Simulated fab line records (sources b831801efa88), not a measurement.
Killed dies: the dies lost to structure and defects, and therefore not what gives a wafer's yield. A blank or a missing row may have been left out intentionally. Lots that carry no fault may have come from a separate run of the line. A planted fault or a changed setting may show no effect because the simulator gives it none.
Which tool was responsible? ; flow gf180mcu ; 30 wafers from 10 lots sampled at 3 of the route's 602 steps

## WHAT THE GAUGES SHOWED, per wafer
GF_V5_RS_MEAS_24: the measuring method here is four-point-probe.
lot;measured;on;V5_W_RS (ohm/sq)
L651;day 27 14:32;film metro-02;0.326 0.317 0.324
L652;day 28 01:43;film metro-04;0.324 0.320 0.327
L654;day 28 20:22;film metro-02;0.326 0.318 0.317
L655;day 29 02:54;film metro-04;0.323 0.330 0.322
L659;day 30 11:37;film metro-03;0.326 0.327 0.325
L666;day 32 08:19;film metro-03;0.284 0.327 0.285 0.284 0.327 0.285
L668;day 32 14:47;film metro-02;0.280 0.325 0.286 0.281 0.326 0.286
L671;day 33 05:53;film metro-02;0.322 0.321 0.322
L672;day 33 09:22;film metro-04;0.321 0.321 0.322
L674;day 34 02:14;film metro-04;0.317 0.315 0.317

## WHICH TOOL RAN EACH LOT (tool, then ch and the chambers of the sampled wafers, then the start)
lot;GF_V3_ETCH_16;GF_V5_CVD_23
L651;rie diel-01 ch 1,3, day 22 15:08;cvd w-01 ch 0,1, day 27 14:24
L652;rie diel-03 ch 1,2, day 23 05:16;cvd w-01 ch 0,1, day 28 01:36
L654;rie diel-03 ch 0,1,3, day 24 03:28;cvd w-01 ch 0,1, day 28 20:16
L655;rie diel-01 ch 0,2,3, day 24 09:04;cvd w-02 ch 0,1, day 29 02:47
L659;rie diel-01 ch 0,1,3, day 26 00:43;cvd w-01 ch 0,1, day 30 11:30
L666;rie diel-03 ch 0,1, day 28 01:43;cvd w-01 ch 0,1, day 32 08:11
L668;rie diel-01 ch 2,3, day 28 11:22;cvd w-01 ch 0,1, day 32 14:40
L671;rie diel-03 ch 0,1, day 29 03:55;cvd w-02 ch 1, day 33 05:38
L672;rie diel-03 ch 0,1,2, day 29 07:43;cvd w-02 ch 0,1, day 33 09:16
L674;rie diel-01 ch 0,1, day 30 03:31;cvd w-02 ch 0,1, day 34 02:06
- GF_V3_ETCH_16: etches BARC in N2/H2.
- GF_V5_CVD_23: deposits W, target thk 350 nm, time 104.9 s.

## THE ANSWER, worked out from the rows above alone
Rule: the usual values come from the lots themselves. The widest of any qualifying gaps counts: lots, ordered by their means at a reading, are off when they make up no more than a third of the lots, leave a main group of 4 or more, and stand apart from it by 3 or more times the standard deviation of that group's means. The tables above print the reading to a certain number of digits; a main group whose means all agree to those digits is not used. A lot without any number at a reading at which 4 lots or more have one is off too. Where the step has rows for the other lots, those lots are counted as sound.
Off: at GF_V5_RS_MEAS_24 (V5_W_RS), L666, L668. Mean 0.322 ohm/sq and standard deviation 0.0028 in the main group.
A tool fits if, at a process step before that reading, it ran every lot that is off, and no sound lot after the first of them. Gauges at GF_V5_RS_MEAS_24: tried the same way as those tools. One candidate fits, namely cvd w-01 at GF_V5_CVD_23. A fault onset in the window from L659 (day 30 11:30, its last sound lot) to L666 (day 32 08:11, its first lot off) fits.

## WHAT THE SIMULATOR HAD PUT IN
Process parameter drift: cvd w-01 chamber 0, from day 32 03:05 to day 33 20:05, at GF_V5_CVD_23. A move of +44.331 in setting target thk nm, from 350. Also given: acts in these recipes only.
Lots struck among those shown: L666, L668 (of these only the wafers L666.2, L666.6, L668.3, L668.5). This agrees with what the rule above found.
